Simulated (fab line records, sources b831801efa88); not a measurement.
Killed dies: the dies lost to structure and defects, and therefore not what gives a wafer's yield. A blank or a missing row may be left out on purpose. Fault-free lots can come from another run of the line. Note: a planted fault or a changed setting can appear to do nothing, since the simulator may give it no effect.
fab line records	flow sky130
record: lots: 13	wafers: 39	last_day: 50
route steps=708 shown CONTACT@423 METAL1@438 VIA1@482 VIA2@508 PAD_OPEN@708
lots that met no fault: taken from a fault-free run of the same line
start_h: hours from the record's opening day to when the first of the lot's shown wafers began	wait_h: time in hours since the lot's previous step	" identical to the entry in the row above	L1.1+2: several wafers, shown together as one row	- no value present, or no start provided	* or withheld: withheld	< > ~ a bound
route shown NAME@n: NAME is a module with steps in the file, n the number in the route of the first one	usual: mean/standard deviation of fault-free wafers	same: alike in all rows	chamber/n: place in a boat	sites: readings site by site	_std_site: their standard deviation	_edge_site: outer sites' mean less inner sites'	radius_mm: how far each site lies from the wafer's centre	mask NAME#n: copy n	behind: tool/chamber where the wafer was last shaped	hold: why the lot was held/for how many hours/how that ended	device: transistor that didn't switch, given as n, p or np	end of line: at the end of the route, the tests of the same wafers	step lacking rows: just its recipe	killed: count of dies lost to structure and defects at first sort (not the wafer's yield)	map: a wafer's dies, marking killed ones x, the rest . and places with no die _
set.NAME: the setting that was run; set.NAME@STEP: the one run at that earlier step	model.NAME: the simulator's own value behind a step, which no gauge read
route steps across a sampled set of lots; one table per step, one row per wafer
services: when a tool's chamber went out of use (start_h, in hours from the record's first day, below 0 if earlier), for how many hours, and the reason
== steps ==
step: SKY_CONTACT_ETCH_17
recipe: target: SiO2	chemistry: C4F8/O2/Ar	stop_on: Si3N4	mask_material: KrF-thick	source_w: 1500	bias_w: 1200	pressure_mtorr: 40	c4f8_flow_sccm: withheld	O2_flow_sccm: 6	Ar_flow_sccm: 300	time_s: withheld	target_depth_a: 3400
usual: oes_product_au: 0.892/0.005
lot.wafer	tool	chamber	start_h	wait_h	oes_product_au
L488.1	rie_diel-01	0	744.81	0.0	0.889
L488.2	"	2	"	"	0.883
L488.6	"	0	"	"	0.892
L489.1	rie_diel-02	0	752.40	0.0	0.890
L489.3	"	3	"	"	0.881
L489.5	"	0	"	"	0.889
L492.1	rie_diel-02	1	783.46	0.0	0.897
L492.3	"	2	"	"	0.892
L492.5	"	0	"	"	0.892
L494.1	rie_diel-01	0	801.96	0.0	0.896
L494.4	"	1	"	"	0.896
L494.6	"	1	"	"	0.895
L495.1	rie_diel-04	1	810.35	0.0	0.889
L495.2	"	0	"	"	0.893
L495.5	"	2	"	"	0.892
L497.2	rie_diel-02	3	823.55	0.0	0.893
L497.4	"	2	"	"	0.889
L497.6	"	2	"	"	0.880
L496.2	rie_diel-01	3	824.91	0.0	0.887
L496.4	"	1	"	"	0.886
L496.6	"	2	"	"	0.897
L501.1	rie_diel-01	3	841.60	0.0	0.887
L501.3	"	1	"	"	0.899
L501.4	"	0	"	"	0.892
L503.2	rie_diel-04	0	862.95	0.0	0.896
L503.4	"	1	"	"	0.890
L503.6	"	3	"	"	0.890
L507.1	rie_diel-02	1	882.04	0.0	0.894
L507.4	"	0	"	"	0.900
L507.5	"	1	"	"	0.887
L508.1	rie_diel-01	3	897.40	0.0	0.889
L508.4	"	0	"	"	0.893
L508.6	"	1	"	"	0.889
L509.2	rie_diel-04	3	897.86	0.0	0.895
L509.4	"	0	"	"	0.891
L509.5	"	0	"	"	0.886
L510.1	rie_diel-04	3	907.50	0.0	0.905
L510.3	"	2	"	"	0.888
L510.6	"	0	"	"	0.893
step: SKY_METAL1_SPUTTER_04
recipe: material: TiN	target_thk_nm: 70	power_w: 6500	time_s: 58.3	chamber_pressure_pa: 0.4
usual: throttle_valve_pct: 30.1/1
lot.wafer	tool	chamber	start_h	wait_h	throttle_valve_pct
L488.1	pvd_sputter-04	-	746.23	0.0	30.3
L488.2	"	-	"	"	29.8
L488.6	"	-	"	"	28.0
L489.1	pvd_sputter-01	-	753.83	0.0	30.2
L489.3	"	-	"	"	29.2
L489.5	"	-	"	"	30.0
L492.1	pvd_sputter-01	-	784.92	0.0	30.0
L492.3	"	-	"	"	31.8
L492.5	"	-	"	"	29.8
L494.1	pvd_sputter-04	-	803.46	0.0	30.4
L494.4	"	-	"	"	28.2
L494.6	"	-	"	"	28.9
L495.1	pvd_sputter-04	-	811.81	0.0	29.0
L495.2	"	-	"	"	29.9
L495.5	"	-	"	"	29.7
L497.2	pvd_sputter-04	-	825.01	0.0	30.5
L497.4	"	-	"	"	28.7
L497.6	"	-	"	"	30.5
L496.2	pvd_sputter-01	-	826.35	0.0	30.1
L496.4	"	-	"	"	29.3
L496.6	"	-	"	"	30.4
L501.1	pvd_sputter-02	-	843.03	0.0	30.0
L501.3	"	-	"	"	31.2
L501.4	"	-	"	"	30.7
L503.2	pvd_sputter-02	-	864.42	0.0	31.4
L503.4	"	-	"	"	30.1
L503.6	"	-	"	"	31.5
L507.1	pvd_sputter-02	-	883.51	0.0	31.2
L507.4	"	-	"	"	30.0
L507.5	"	-	"	"	29.5
L508.1	pvd_sputter-01	-	898.83	0.0	30.4
L508.4	"	-	"	"	30.0
L508.6	"	-	"	"	31.9
L509.2	pvd_sputter-02	-	899.29	0.0	30.2
L509.4	"	-	"	"	31.2
L509.5	"	-	"	"	30.2
L510.1	pvd_sputter-01	-	909.04	0.0	32.1
L510.3	"	-	"	"	29.2
L510.6	"	-	"	"	30.2
step: SKY_VIA1_CMP_24
recipe: stop_on: SiO2	t_overpolish_s: 15	down_force_psi: 3.5	platen_rpm: 60	target_thk_nm: 0	pad_velocity_m_s: 0.94248
usual: edge_zone_pressure_frac: 0.999/0.0055	head_pressure_psi: 3.500/0.0078	motor_current_A: 10.2/0.82	overpolish_run_s: 15.001/0.0084	time_to_endpoint_s: 67/3.8
lot.wafer	tool	chamber	start_h	wait_h	edge_zone_pressure_frac	head_pressure_psi	motor_current_A	overpolish_run_s	time_to_endpoint_s
L488.2	cmp-02	2	802.57	0.1	0.999	3.501	10.2	15.001	65
L488.1	"	3	"	"	0.997	3.505	10.3	15.009	65
L488.6	"	1	"	"	0.990	3.504	12.2	15.005	69
L489.3	cmp-02	0	810.29	0.0	0.995	3.512	9.5	14.985	69
L489.1	"	1	"	"	0.995	3.499	11.9	15.023	70
L489.5	"	1	"	"	1.003	3.494	11.6	15.006	68
L492.1	cmp-01	3	840.42	0.1	1.000	3.490	10.5	15.002	69
L492.3	"	1	"	"	0.996	3.503	10.3	14.994	74
L492.5	"	3	"	"	0.997	3.507	10.8	14.998	67
L494.1	cmp-02	1	858.71	0.1	1.005	3.495	11.5	15.011	70
L494.4	"	3	"	"	1.003	3.494	10.4	15.006	67
L494.6	"	1	"	"	0.995	3.505	11.5	15.007	71
L495.1	cmp-02	2	868.01	0.1	0.994	3.505	10.6	15.001	60
L495.2	"	0	"	"	0.995	3.497	9.0	14.999	66
L495.5	"	2	"	"	1.003	3.493	10.1	14.996	66
L497.4	cmp-01	2	880.26	0.0	0.985	3.495	10.1	14.991	65
L497.2	"	0	"	"	0.999	3.494	9.2	14.997	62
L497.6	"	2	"	"	0.998	3.492	10.5	15.023	68
L496.4	cmp-01	3	881.78	0.1	1.004	3.512	9.9	15.005	69
L496.2	"	0	"	"	1.006	3.516	9.5	14.984	67
L496.6	"	3	"	"	1.000	3.521	10.2	14.991	73
L501.3	cmp-01	3	897.41	0.0	-	-	-	-	-
L501.4	"	0	"	"	-	-	-	-	-
L501.1	"	2	"	"	-	-	-	-	-
L503.4	cmp-01	3	919.54	1.4	-	-	-	-	-
L503.2	"	0	"	"	-	-	-	-	-
L503.6	"	2	"	"	-	-	-	-	-
L507.4	cmp-02	2	936.21	0.1	1.005	3.505	10.5	14.996	62
L507.1	"	0	"	"	1.003	3.503	8.7	14.999	71
L507.5	"	2	"	"	1.001	3.498	10.6	15.000	61
L508.4	cmp-01	1	951.73	0.1	0.999	3.497	10.8	15.003	74
L508.1	"	3	"	"	0.994	3.504	10.5	15.001	70
L508.6	"	1	"	"	1.002	3.496	10.5	15.006	75
L509.2	cmp-01	0	951.98	0.1	0.993	3.499	9.5	14.999	63
L509.4	"	1	"	"	1.006	3.489	10.6	14.999	74
L509.5	"	0	"	"	0.989	3.506	8.9	15.008	63
L510.3	cmp-01	1	960.18	0.0	1.014	3.486	11.2	15.002	73
L510.1	"	2	"	"	0.991	3.502	10.1	14.985	68
L510.6	"	1	"	"	1.012	3.492	10.6	15.015	76
step: SKY_VIA2_THK_MEAS_01
recipe: reads: SiO2_of_VIA2_HDPCVD_00
usual: VIA2_HDPCVD_THK: 1181/13
lot.wafer	tool	chamber	start_h	wait_h	VIA2_HDPCVD_THK[nm]
L488.1	film_metro-02	-	830.43	0.1	1177
L488.2	"	-	"	"	1184
L488.6	"	-	"	"	1172
L489.1	film_metro-03	-	838.35	0.1	1190
L489.3	"	-	"	"	1180
L489.5	"	-	"	"	1204
L492.1	film_metro-01	-	868.40	0.1	1163
L492.3	"	-	"	"	1179
L492.5	"	-	"	"	1175
L494.1	film_metro-02	-	886.37	0.1	1202
L494.4	"	-	"	"	1196
L494.6	"	-	"	"	1199
L495.1	film_metro-01	-	895.07	0.1	1185
L495.2	"	-	"	"	1180
L495.5	"	-	"	"	1171
L497.2	film_metro-02	-	907.30	0.1	1186
L497.4	"	-	"	"	1182
L497.6	"	-	"	"	1181
L496.2	film_metro-02	-	909.07	0.1	1183
L496.4	"	-	"	"	1181
L496.6	"	-	"	"	1165
L507.1	film_metro-03	-	963.23	0.1	1170
L507.4	"	-	"	"	1158
L507.5	"	-	"	"	1190
L508.1	film_metro-03	-	977.15	0.1	1210
L508.4	"	-	"	"	1204
L508.6	"	-	"	"	1187
L509.2	film_metro-01	-	978.14	0.1	1182
L509.4	"	-	"	"	1179
L509.5	"	-	"	"	1179
L510.1	film_metro-01	-	984.92	0.1	1176
L510.3	"	-	"	"	1169
L510.6	"	-	"	"	1171
step: SKY_PAD_OPEN_PROBE_99
usual: defect_limited_yield: 82.6/1.8	killed_at_M0_to_M3: 43/6.3	killed_at_M4_up: 3.0/1.6	killed_at_contacts: 25/5	killed_at_front_end: 15/4.4	killed_at_other: 0.3/0.8	killed_dies: 85/8.7	killed_on_rim: 17/3.7	killed_open: 47/6.9	killed_short: 38/6.3
same: gross_dies: 492	killed_at_back_side: 0
lot.wafer	tool	chamber	start_h	wait_h	hold	defect_limited_yield[%]	killed_at_M0_to_M3	killed_at_M4_up	killed_at_contacts	killed_at_front_end	killed_at_other	killed_dies	killed_on_rim	killed_open	killed_short
L488.1	prober-02	-	1083.54	0.1	-	79.3	45	3	34	20	0	102	24	54	48
L488.2	prober-02	-	1083.59	0.1	-	81.3	46	5	24	17	0	92	22	45	47
L488.6	prober-02	-	1083.79	0.2	-	84.1	40	3	19	16	0	78	19	32	46
L489.1	prober-01	-	1090.81	0.1	-	82.7	37	3	33	12	0	85	15	46	39
L489.3	prober-01	-	1090.91	0.2	-	83.9	41	3	23	12	0	79	14	41	38
L489.5	prober-01	-	1091.01	0.2	-	83.9	45	5	17	12	0	79	18	46	33
L492.1	prober-02	-	1113.78	0.1	-	80.3	51	2	31	12	1	97	19	62	35
L492.3	prober-02	-	1113.88	0.2	-	82.5	38	4	27	16	1	86	21	49	37
L492.5	prober-02	-	1113.98	0.2	-	82.5	41	3	34	8	0	86	21	46	40
L494.1	prober-01	-	1129.24	0.1	-	83.1	34	0	31	17	1	83	12	36	47
L494.4	prober-01	-	1129.39	0.2	-	82.5	44	3	24	14	1	86	25	47	31
L494.6	prober-01	-	1129.49	0.2	-	80.5	48	1	29	18	0	96	17	57	37
L495.1	prober-02	-	1135.88	0.1	-	82.1	43	1	26	18	0	88	21	43	45
L495.2	prober-02	-	1135.93	0.1	-	80.5	56	1	22	16	1	96	22	45	51
L495.5	prober-02	-	1136.08	0.2	-	82.7	43	5	21	16	0	85	18	50	35
L497.2	prober-02	-	1142.86	0.1	-	80.3	37	7	36	16	1	97	14	58	39
L497.4	prober-02	-	1142.96	0.2	-	82.5	35	2	24	22	3	86	19	55	29
L497.6	prober-02	-	1143.06	0.2	-	82.3	45	1	30	10	1	87	16	49	38
L496.2	prober-01	-	1143.69	0.1	-	84.6	30	2	27	17	0	76	14	36	40
L496.4	prober-01	-	1143.79	0.2	-	80.1	52	3	32	10	1	98	18	57	41
L496.6	prober-01	-	1143.89	0.2	-	83.5	35	4	25	16	1	81	19	43	38
L501.1	prober-01	-	1157.17	0.1	await_dispo/2.8h/scrap	0	452	3	22	15	0	492	96	44	43
L501.3	prober-01	-	1157.27	0.2	await_dispo/2.8h/scrap	0	450	1	23	18	0	492	96	33	46
L501.4	prober-01	-	1157.32	0.2	await_dispo/2.8h/scrap	0	463	1	22	6	0	492	96	44	24
L503.2	prober-01	-	1171.86	0.1	await_dispo/2.7h/scrap	0	450	4	29	9	0	492	96	48	24
L503.4	prober-01	-	1171.96	0.2	await_dispo/2.7h/scrap	0	461	1	22	8	0	492	96	46	28
L503.6	prober-01	-	1172.06	0.2	await_dispo/2.7h/scrap	0	440	2	34	16	0	492	96	54	37
L507.1	prober-02	-	1182.12	0.1	-	84.8	42	2	19	9	3	75	12	44	31
L507.4	prober-02	-	1182.27	0.2	-	81.9	46	4	27	12	0	89	19	59	30
L507.5	prober-02	-	1182.32	0.2	-	80.3	45	5	31	16	0	97	21	56	41
L509.2	prober-02	-	1195.82	0.1	-	85.2	36	4	24	9	0	73	14	36	37
L509.4	prober-02	-	1195.92	0.2	-	82.7	42	2	29	12	0	85	20	47	38
L509.5	prober-02	-	1195.97	0.2	-	83.3	46	5	21	10	0	82	14	42	40
L510.1	prober-02	-	1196.58	0.1	-	82.7	41	3	28	13	0	85	16	40	45
L510.3	prober-02	-	1196.68	0.2	-	84.1	35	1	23	19	0	78	15	46	32
L510.6	prober-02	-	1196.83	0.2	-	83.7	43	2	26	9	0	80	16	41	39
L508.1	prober-01	-	1199.55	0.1	-	84.3	40	3	22	11	1	77	21	40	37
L508.4	prober-01	-	1199.70	0.2	-	83.7	41	4	25	10	0	80	22	51	29
L508.6	prober-01	-	1199.80	0.2	-	83.1	49	4	16	14	0	83	17	45	38
killed by level:class
L488.1 VIA1:geometric_particle:open=12 LI_CONTACT:geometric_particle:open=10 CONTACT:geometric_particle:open=9 METAL1:geometric_particle:short=7 CONTACT:geometric_particle:short=6 FIELD_ISO:geometric_particle:short=5 FIELD_ISO:geometric_particle:open=5 METAL2:geometric_particle:short=5
L488.2 VIA1:geometric_particle:open=12 LI_CONTACT:geometric_particle:open=8 CONTACT:geometric_particle:short=8 VIA2:geometric_particle:open=7 METAL1:geometric_particle:short=6 METAL2:geometric_particle:short=5 FIELD_ISO:geometric_particle:short=4 POLY_GATE:geometric_particle:open=4
L488.6 VIA1:geometric_particle:short=9 POLY_GATE:geometric_particle:short=7 CONTACT:geometric_particle:open=7 FIELD_ISO:geometric_particle:open=6 VIA2:geometric_particle:open=6 VIA2:geometric_particle:short=6 VIA1:geometric_particle:open=5 LI_CONTACT:geometric_particle:short=4
L489.1 LI_CONTACT:geometric_particle:open=12 CONTACT:geometric_particle:short=10 VIA1:geometric_particle:open=7 CONTACT:geometric_particle:open=6 VIA2:geometric_particle:open=6 VIA3:geometric_particle:open=6 METAL2:geometric_particle:short=4 VIA3:geometric_particle:short=4
L489.3 VIA1:geometric_particle:open=12 CONTACT:geometric_particle:open=7 METAL2:geometric_particle:short=6 POLY_GATE:geometric_particle:short=5 LI_CONTACT:geometric_particle:open=5 VIA2:geometric_particle:open=5 POLY_GATE:geometric_particle:open=4 LOCAL_INTERCONNECT:geometric_particle:short=4
L489.5 VIA1:geometric_particle:open=13 POLY_GATE:geometric_particle:short=8 VIA3:geometric_particle:open=7 CONTACT:geometric_particle:short=6 LI_CONTACT:geometric_particle:open=5 CONTACT:geometric_particle:open=5 VIA2:geometric_particle:open=5 VIA1:geometric_particle:short=5
L492.1 CONTACT:geometric_particle:open=15 VIA1:geometric_particle:open=13 LI_CONTACT:geometric_particle:open=9 METAL2:geometric_particle:short=7 VIA2:geometric_particle:open=6 METAL1:geometric_particle:open=5 METAL1:geometric_particle:short=5 FIELD_ISO:geometric_particle:short=4
L492.3 VIA1:geometric_particle:open=11 CONTACT:geometric_particle:open=9 VIA3:geometric_particle:open=8 LI_CONTACT:geometric_particle:open=6 FIELD_ISO:geometric_particle:short=5 VIA2:geometric_particle:open=5 LOCAL_INTERCONNECT:geometric_particle:short=5 CONTACT:geometric_particle:short=5
L492.5 CONTACT:geometric_particle:open=13 VIA1:geometric_particle:open=11 VIA1:geometric_particle:short=7 METAL1:geometric_particle:short=7 VIA3:geometric_particle:open=7 LI_CONTACT:geometric_particle:short=6 CONTACT:geometric_particle:short=6 LI_CONTACT:geometric_particle:open=5
L494.1 CONTACT:geometric_particle:open=8 LI_CONTACT:geometric_particle:open=7 LOCAL_INTERCONNECT:geometric_particle:short=7 FIELD_ISO:geometric_particle:short=6 VIA1:geometric_particle:short=6 METAL1:geometric_particle:short=6 VIA1:geometric_particle:open=6 LI_CONTACT:geometric_particle:short=5
L494.4 VIA1:geometric_particle:open=14 LI_CONTACT:geometric_particle:open=9 VIA1:area_etch=8 CONTACT:geometric_particle:short=6 METAL1:geometric_particle:short=6 FIELD_ISO:geometric_particle:open=5 VIA3:geometric_particle:open=5 CONTACT:geometric_particle:open=5
L494.6 CONTACT:geometric_particle:open=11 LI_CONTACT:geometric_particle:open=8 METAL1:geometric_particle:short=8 VIA2:geometric_particle:open=8 VIA1:geometric_particle:open=7 VIA3:geometric_particle:open=7 FIELD_ISO:geometric_particle:open=6 LOCAL_INTERCONNECT:geometric_particle:short=4
L495.1 CONTACT:geometric_particle:open=12 VIA1:geometric_particle:open=10 VIA3:geometric_particle:open=7 METAL2:geometric_particle:short=7 FIELD_ISO:geometric_particle:open=5 LOCAL_INTERCONNECT:geometric_particle:short=5 METAL1:geometric_particle:short=5 FIELD_ISO:geometric_particle:short=4
L495.2 VIA1:geometric_particle:open=12 VIA1:geometric_particle:short=9 CONTACT:geometric_particle:short=8 METAL1:geometric_particle:short=8 POLY_GATE:geometric_particle:short=7 VIA3:geometric_particle:open=7 CONTACT:geometric_particle:open=7 METAL3:geometric_particle:short=6
L495.5 VIA3:geometric_particle:open=8 VIA1:geometric_particle:open=7 POLY_GATE:geometric_particle:open=6 CONTACT:geometric_particle:open=6 VIA1:geometric_particle:short=5 LI_CONTACT:geometric_particle:open=5 VIA2:geometric_particle:open=5 FIELD_ISO:geometric_particle:open=4
L497.2 CONTACT:geometric_particle:open=14 LI_CONTACT:geometric_particle:open=11 VIA3:geometric_particle:open=7 VIA2:geometric_particle:open=6 METAL3:geometric_particle:short=5 LOCAL_INTERCONNECT:geometric_particle:short=4 VIA1:geometric_particle:open=4 METAL1:geometric_particle:short=4
L497.4 VIA3:geometric_particle:open=10 VIA1:geometric_particle:open=9 POLY_GATE:geometric_particle:open=7 LOCAL_INTERCONNECT:geometric_particle:short=7 CONTACT:geometric_particle:open=6 LI_CONTACT:geometric_particle:open=6 FIELD_ISO:geometric_particle:open=5 POLY_GATE:geometric_particle:short=5
L497.6 CONTACT:geometric_particle:open=9 CONTACT:geometric_particle:short=8 VIA2:geometric_particle:open=8 LI_CONTACT:geometric_particle:open=7 VIA1:geometric_particle:open=7 VIA3:geometric_particle:short=7 VIA3:geometric_particle:open=6 POLY_GATE:geometric_particle:open=5
L496.2 LI_CONTACT:geometric_particle:open=7 POLY_GATE:geometric_particle:open=5 METAL1:geometric_particle:short=5 CONTACT:geometric_particle:short=5 CONTACT:geometric_particle:open=5 VIA3:geometric_particle:open=5 METAL2:geometric_particle:short=5 LI_CONTACT:geometric_particle:short=4
L496.4 VIA1:geometric_particle:open=19 CONTACT:geometric_particle:open=10 VIA3:geometric_particle:open=9 LOCAL_INTERCONNECT:geometric_particle:short=8 LI_CONTACT:geometric_particle:open=7 CONTACT:geometric_particle:short=6 VIA1:geometric_particle:short=6 VIA3:geometric_particle:short=5
L496.6 CONTACT:geometric_particle:open=11 VIA1:geometric_particle:open=11 CONTACT:geometric_particle:short=6 VIA2:geometric_particle:open=5 VIA3:geometric_particle:open=5 FIELD_ISO:geometric_particle:short=4 LI_CONTACT:geometric_particle:open=4 METAL4:geometric_particle:short=4
L501.1 VIA1:area_cmp=405 CONTACT:geometric_particle:open=11 VIA3:geometric_particle:open=8 VIA1:geometric_particle:short=7 METAL1:geometric_particle:short=6 VIA1:geometric_particle:open=6 METAL2:geometric_particle:short=5 POLY_GATE:geometric_particle:short=5
L501.3 VIA1:area_cmp=413 FIELD_ISO:geometric_particle:short=9 CONTACT:geometric_particle:short=7 VIA3:geometric_particle:open=6 VIA2:geometric_particle:open=6 LI_CONTACT:geometric_particle:open=5 CONTACT:geometric_particle:open=5 VIA1:geometric_particle:open=5
L501.4 VIA1:area_cmp=424 VIA1:geometric_particle:open=10 CONTACT:geometric_particle:open=9 VIA2:geometric_particle:open=7 LI_CONTACT:geometric_particle:open=6 VIA3:geometric_particle:open=6 METAL1:geometric_particle:short=5 VIA1:geometric_particle:short=5
L503.2 VIA1:area_cmp=420 CONTACT:geometric_particle:open=12 LI_CONTACT:geometric_particle:open=9 VIA1:geometric_particle:open=7 VIA2:geometric_particle:open=5 VIA3:geometric_particle:open=4 LOCAL_INTERCONNECT:geometric_particle:short=3 CONTACT:geometric_particle:short=3
L503.4 VIA1:area_cmp=418 VIA1:geometric_particle:open=13 VIA2:geometric_particle:open=9 LI_CONTACT:geometric_particle:short=6 LI_CONTACT:geometric_particle:open=5 CONTACT:geometric_particle:short=5 VIA3:geometric_particle:open=5 FIELD_ISO:geometric_particle:open=4
L503.6 VIA1:area_cmp=401 CONTACT:geometric_particle:open=15 VIA1:geometric_particle:open=9 POLY_GATE:geometric_particle:open=5 LI_CONTACT:geometric_particle:open=5 CONTACT:geometric_particle:short=5 VIA2:geometric_particle:open=5 VIA3:geometric_particle:open=5
L507.1 VIA1:geometric_particle:open=10 VIA2:geometric_particle:open=7 VIA3:geometric_particle:open=7 FIELD_ISO:geometric_particle:open=5 LI_CONTACT:geometric_particle:open=5 CONTACT:geometric_particle:open=5 METAL1:geometric_particle:short=5 METAL2:geometric_particle:short=4
L507.4 CONTACT:geometric_particle:open=12 VIA1:geometric_particle:open=12 VIA2:geometric_particle:open=11 VIA3:geometric_particle:open=9 LI_CONTACT:geometric_particle:open=8 VIA1:geometric_particle:short=6 LOCAL_INTERCONNECT:geometric_particle:short=3 FIELD_ISO:geometric_particle:open=3
L507.5 CONTACT:geometric_particle:open=14 VIA1:geometric_particle:open=12 METAL1:geometric_particle:short=8 VIA2:geometric_particle:open=8 LI_CONTACT:geometric_particle:open=7 METAL2:geometric_particle:short=6 VIA3:geometric_particle:open=6 POLY_GATE:geometric_particle:short=5
L509.2 CONTACT:geometric_particle:open=14 VIA1:geometric_particle:open=7 METAL2:geometric_particle:short=6 CONTACT:geometric_particle:short=5 FIELD_ISO:geometric_particle:short=4 METAL1:geometric_particle:short=4 VIA2:geometric_particle:open=4 LI_CONTACT:geometric_particle:open=3
L509.4 CONTACT:geometric_particle:open=16 VIA1:geometric_particle:open=11 CONTACT:geometric_particle:short=6 METAL1:geometric_particle:short=6 VIA1:geometric_particle:short=5 VIA2:geometric_particle:open=4 VIA3:geometric_particle:short=4 VIA3:geometric_particle:open=4
L509.5 VIA1:geometric_particle:open=15 LI_CONTACT:geometric_particle:open=6 CONTACT:geometric_particle:open=6 METAL1:geometric_particle:short=5 VIA3:geometric_particle:open=5 VIA1:geometric_particle:short=5 VIA3:geometric_particle:short=5 LOCAL_INTERCONNECT:geometric_particle:short=4
L510.1 CONTACT:geometric_particle:open=9 LOCAL_INTERCONNECT:geometric_particle:short=9 VIA1:geometric_particle:open=9 VIA3:geometric_particle:open=8 LI_CONTACT:geometric_particle:open=5 METAL3:geometric_particle:short=5 VIA3:geometric_particle:short=5 POLY_GATE:geometric_particle:open=4
L510.3 LI_CONTACT:geometric_particle:open=10 POLY_GATE:geometric_particle:open=8 CONTACT:geometric_particle:open=6 VIA3:geometric_particle:open=6 VIA1:geometric_particle:open=6 POLY_GATE:geometric_particle:short=5 METAL1:geometric_particle:short=5 METAL2:geometric_particle:short=5
L510.6 CONTACT:geometric_particle:open=9 VIA2:geometric_particle:open=7 VIA1:geometric_particle:open=7 LI_CONTACT:geometric_particle:open=7 METAL2:geometric_particle:short=7 LOCAL_INTERCONNECT:geometric_particle:short=5 METAL1:geometric_particle:short=4 METAL3:geometric_particle:short=4
L508.1 CONTACT:geometric_particle:open=12 METAL2:geometric_particle:short=8 VIA3:geometric_particle:open=7 VIA3:geometric_particle:short=6 LI_CONTACT:geometric_particle:open=5 METAL3:geometric_particle:short=5 CONTACT:geometric_particle:short=4 VIA1:geometric_particle:short=4
L508.4 CONTACT:geometric_particle:open=10 LI_CONTACT:geometric_particle:open=9 VIA1:geometric_particle:open=7 METAL1:geometric_particle:short=6 VIA2:geometric_particle:open=5 VIA3:geometric_particle:open=5 METAL2:geometric_particle:open=4 VIA3:geometric_particle:short=4
L508.6 VIA1:geometric_particle:open=10 VIA2:geometric_particle:open=9 VIA3:geometric_particle:open=7 CONTACT:geometric_particle:open=6 METAL2:geometric_particle:short=6 FIELD_ISO:geometric_particle:short=5 LI_CONTACT:geometric_particle:short=4 VIA3:geometric_particle:short=4
== services ==
tool	chamber	start_h	hours	kind
cmp-02	-	726.80	1.8	repair
rie_diel-04	3	735.53	1.6	repair
rie_diel-02	1	737.66	4.7	repair
cmp-02	-	740.83	0.3	repair
cmp-02	-	744.43	4.0	pm
rie_diel-02	1	752.63	10.7	repair
rie_diel-04	2	759.06	26.2	repair
rie_diel-04	0	759.63	13.1	repair
rie_diel-04	1	759.67	3.8	repair
rie_diel-02	-	762.06	1.2	repair
cmp-01	-	766.93	0.5	repair
rie_diel-01	0	779.55	3.6	repair
cmp-01	-	790.44	5.3	pm
cmp-02	-	819.99	0.2	repair
cmp-02	-	827.00	2.4	repair
cmp-02	-	853.19	2.0	repair
rie_diel-01	1	903.49	4.0	repair
cmp-01	-	912.79	4.0	pm
cmp-02	-	913.47	5.6	repair
rie_diel-01	3	913.95	4.1	repair
pvd_sputter-01	-	920.85	1.1	repair
cmp-01	-	928.88	8.1	pm
cmp-02	-	951.15	3.5	pm
cmp-02	-	957.42	3.9	repair
== key ==
first_sign: step: SKY_VIA1_CMP_24	reading: tool_record	direction: missing
effect: step: SKY_PAD_OPEN_PROBE_99	reading: killed_at_M0_to_M3	direction: up	sigmas: 65	usual: 43	struck: 453
more_kills_born_at: SKY_VIA1_CMP_24@cmp-01: 2455
met_at SKY_VIA1_CMP_24
struck_lots L501,L503
later_rows_left_out L501.1,L501.3,L501.4,L503.2,L503.4,L503.6
not_acting_at SKY_CONTACT_ETCH_17,SKY_METAL1_SPUTTER_04,SKY_VIA2_THK_MEAS_01
onset_between 881.78 897.41
fault: kind: skipped_step_whole	tool: cmp-01	chamber: -	onset_h: 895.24	steps: SKY_VIA1_CMP_24	scope: struck_lots_only
later_rows_left_out: the simulator's readings of these wafers behind a module that went badly wrong aren't trusted and aren't shown, but for the sort
